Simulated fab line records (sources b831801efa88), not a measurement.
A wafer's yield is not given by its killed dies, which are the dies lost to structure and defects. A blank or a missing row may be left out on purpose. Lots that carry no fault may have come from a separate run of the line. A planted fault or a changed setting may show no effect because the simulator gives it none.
Struck lot and sound lot, side by side	flow sky130	44 out of 708 route steps
Sound: the wafers L906.1, L906.2, L906.3. Struck: wafers L918.2, L918.4, L918.6. Last of all comes the cause.
Order at every step that has rows: each side's tool, ch and its chambers, its first start. Under that, the readings that differ: sound wafers	struck wafers	difference of the means	sigmas: that difference in standard deviations of wafers without a fault.
alike: words and numbers the same on both sides, and readings whose means are apart by under 2 such deviations; not compared: readings that were withheld, readings missing a value for some wafer, numbers with overlapping values and no deviation given by the record, and bounds like >300 which may hide the same value.
The two part at a step that has a row with sigmas, a row that says differs or no value, or rows on one side only. When numbers do not overlap yet have no deviation, they are printed without sigmas and do not part them. Lack of a reading on every wafer of one side parts them only where that side has two or more wafers.

first, 2 steps without rows for these wafers: SKY_DNWELL_DEVELOP_06 (develop time 60 s); SKY_DNWELL_IMPLANT_07.
SKY_DNWELL_STRIP_08: strips in O2/N2.
  sound on plasma_asher-02 ch 0,1, day 4 02:52; struck on plasma_asher-04 ch 0,1, day 6 17:49
  alike: drypump_motor_current_A, oes_product_au, strip_time_to_endpoint_s
  not compared: rf_hours_counter_h
SKY_DNWELL_TW_MEAS_09:
  sound: film_metro-03 at day 4 02:58; struck: film_metro-03 at day 6 17:55
  alike: DNWELL_TW
then, 7 steps without rows for these wafers: SKY_PWDE_DEHYDRATE_00 (time 60 s); SKY_PWDE_HMDS_01 (prime time 60 s); SKY_PWDE_COAT_02 (resist thk 3000 nm); SKY_PWDE_SOFTBAKE_03; SKY_PWDE_EXPOSE_04 (exposes mask PWDEM, target cd 840 nm); SKY_PWDE_PEB_05; SKY_PWDE_DEVELOP_06 (develop time 60 s).
SKY_PWDE_OVL_MEAS_07:
  sound: overlay-01 at day 4 19:52; struck: overlay-02 at day 7 11:56
  alike: PWDE_OVL
SKY_PWDE_IMPLANT_08:
  sound on implanter-02 ch 0, day 4 19:54; struck on implanter-03 ch 0, day 7 12:18
  alike: beam_energy_keV, beam_on_s
SKY_PWDE_STRIP_09: strips in O2/N2.
  sound on plasma_asher-02 ch 0,1, day 4 20:03; struck on plasma_asher-02 ch 0,1, day 7 12:25
  alike: drypump_motor_current_A, oes_product_au, strip_time_to_endpoint_s
  not compared: rf_hours_counter_h
SKY_PWDE_TW_MEAS_10:
  sound: film_metro-03 at day 4 20:09; struck: film_metro-03 at day 7 12:46
reading	sound	struck	difference	sigmas
PWDE_TW	377.0 380.4 377.6	470.1 469.1 467.9	+90.7	+31
then, 7 steps without rows for these wafers: SKY_NWELL_DEHYDRATE_03 (time 60 s); SKY_NWELL_HMDS_04 (prime time 60 s); SKY_NWELL_COAT_05 (resist thk 3000 nm); SKY_NWELL_SOFTBAKE_06; SKY_NWELL_EXPOSE_07 (exposes mask NWM, target cd 840 nm); SKY_NWELL_PEB_08; SKY_NWELL_DEVELOP_09 (develop time 60 s).
SKY_NWELL_OVL_MEAS_10:
  sound: overlay-02 at day 5 13:31; struck: overlay-02 at day 8 08:32
  alike: NWELL_00_OVL
then, 3 steps without rows for these wafers: SKY_NWELL_IMPLANT_11; SKY_NWELL_IMPLANT_12; SKY_NWELL_IMPLANT_13.
SKY_NWELL_STRIP_14: strips in O2/N2.
  sound on plasma_asher-03 ch 0,1, day 5 14:00; struck on plasma_asher-02 ch 0,1, day 8 09:01
reading	sound	struck	difference	sigmas
strip_time_to_endpoint_s (s)	37.00 36.99 36.92	36.77 36.71 36.80	-0.21	-2
  alike: drypump_motor_current_A, oes_product_au
  not compared: rf_hours_counter_h
SKY_NWELL_TW_MEAS_15:
  sound: film_metro-03 at day 5 14:06; struck: film_metro-04 at day 8 09:07
  alike: NWELL_TW
then, 7 steps without rows for these wafers: SKY_NWELL_DEHYDRATE_16 (time 60 s); SKY_NWELL_HMDS_17 (prime time 60 s); SKY_NWELL_COAT_18 (resist thk 3000 nm); SKY_NWELL_SOFTBAKE_19; SKY_NWELL_EXPOSE_20 (exposes mask NWM COMPLEMENT, target cd 840 nm); SKY_NWELL_PEB_21; SKY_NWELL_DEVELOP_22 (develop time 60 s).
SKY_NWELL_OVL_MEAS_23:
  sound: overlay-01 at day 6 08:01; struck: overlay-02 at day 9 05:22
  alike: NWELL_01_OVL
then, 1 step without rows for these wafers: SKY_NWELL_IMPLANT_24.
SKY_NWELL_STRIP_25: strips in O2/N2.
  sound on plasma_asher-02 ch 0,1, day 6 08:12; struck on plasma_asher-02 ch 0,1, day 9 05:33
reading	sound	struck	difference	sigmas
strip_time_to_endpoint_s (s)	36.97 36.94 37.09	36.70 36.76 36.72	-0.27	-2
  alike: drypump_motor_current_A, oes_product_au
  not compared: rf_hours_counter_h
SKY_NWELL_TW_MEAS_26:
  sound: film_metro-04 at day 6 08:18; struck: film_metro-01 at day 9 05:40
  alike: NWELL_2_TW
then, 1 step without rows for these wafers: SKY_NWELL_CLEAN_27 (cleans in SC1/SC2, time 150 s).
SKY_NWELL_RTA_28: time 30 s.
  sound on rtp_anneal-01 ch 0, day 6 08:25; struck on rtp_anneal-02 ch 0, day 9 05:46
  alike: lamp_power_pct, ramp_down_c_per_s, wafer_temp_C_max
SKY_NWELL_RS_MEAS_29: a four-point-probe measurement.
  sound: film_metro-01 at day 6 08:31; struck: film_metro-01 at day 9 05:53
  alike: NWELL_RS
SKY_NWELL_RS_MEAS_31: a four-point-probe measurement.
  sound: film_metro-01 at day 6 08:45; struck: film_metro-01 at day 9 06:24
reading	sound	struck	difference	sigmas
PWDE_RS (ohm/sq)	5259 5265 5296	3104 3101 3099	-2172	-99 or more
SKY_PAD_OPEN_PROBE_99:
  rows exist in the record for the sound wafers here (prober-02, day 47 02:28), none for the struck ones

## WHERE THEY PART
At SKY_PWDE_TW_MEAS_10 first; at SKY_PAD_OPEN_PROBE_99 last (within this record only).

WHY: what the simulator had put in
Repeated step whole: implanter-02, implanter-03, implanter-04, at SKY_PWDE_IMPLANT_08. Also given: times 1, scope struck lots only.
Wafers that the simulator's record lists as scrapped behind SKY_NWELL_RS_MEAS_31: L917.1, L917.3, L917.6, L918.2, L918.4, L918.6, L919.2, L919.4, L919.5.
